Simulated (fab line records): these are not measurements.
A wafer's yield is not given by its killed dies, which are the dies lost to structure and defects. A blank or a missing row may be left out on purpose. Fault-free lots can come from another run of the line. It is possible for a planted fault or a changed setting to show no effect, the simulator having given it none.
The tool behind it: which one? :: flow sky130 :: 9 lots, 27 wafers sampled, at 1 step of a route of 708

## WHAT EACH GAUGE READ, for each wafer
SKY_METAL3_CD_MEAS_13: target cd 300 nm. Usual: cdNm at 300.3 nm, with a standard deviation of 1.4.
lot: L123
measured: day 40 02:44
on: cdSem-01
cdNm (nm): 296.9 298.5 297.5
flag: 

lot: L126
measured: day 40 18:59
on: cdSem-01
cdNm (nm): 301.9 302.1 300.9
flag: 

lot: L136
measured: day 43 17:41
on: cdSem-01
cdNm (nm): 301.1 300.9 301.9
flag: 

lot: L137
measured: day 43 19:10
on: cdSem-01
cdNm (nm): 299.9 300.7 300.7
flag: 

lot: L138
measured: day 43 22:04
on: cdSem-01
cdNm (nm): 301.1 301.8 300.6
flag: 

lot: L139
measured: day 44 09:08
on: cdSem-01
cdNm (nm): 299.9 300.5 299.8
flag: 

lot: L141
measured: day 45 02:40
on: cdSem-01
cdNm (nm): 301.0 300.4 300.2
flag: 

lot: L142
measured: day 45 07:13
on: cdSem-02
cdNm (nm): 301.2 300.5 300.6
flag: 

lot: L143
measured: day 45 08:40
on: cdSem-02
cdNm (nm): 298.5 298.1 299.3
flag: 

## TOOL THAT RAN EACH LOT (tool first, then ch and the chambers of the sampled wafers, then the start)
Record: no process step prior to these readings.

## AS READ BY THE TOOLS THEMSELVES (means over the sampled wafers that have a number; for cases with no such wafer, the mark the record gives instead)
The record holds no such reading with a usual standard deviation.

## THE ANSWER, worked out from the rows above alone
Rule: a lot is off if the mean of its wafers that have a number lies more than 3 standard deviations from the usual mean. Also off: a lot with no number at a reading for which 4 or more lots have one. All remaining lots with rows at the step are treated as sound. First the gauges in route order, then the tools' own readings, where a lot's mean is used as printed above. At the first step where some lot is off, the reading lying furthest off is the one used; lots without a number count as furthest.
Nothing can be told from this: no lot is off at any reading shown.

## WHAT THE SIMULATOR PUT IN
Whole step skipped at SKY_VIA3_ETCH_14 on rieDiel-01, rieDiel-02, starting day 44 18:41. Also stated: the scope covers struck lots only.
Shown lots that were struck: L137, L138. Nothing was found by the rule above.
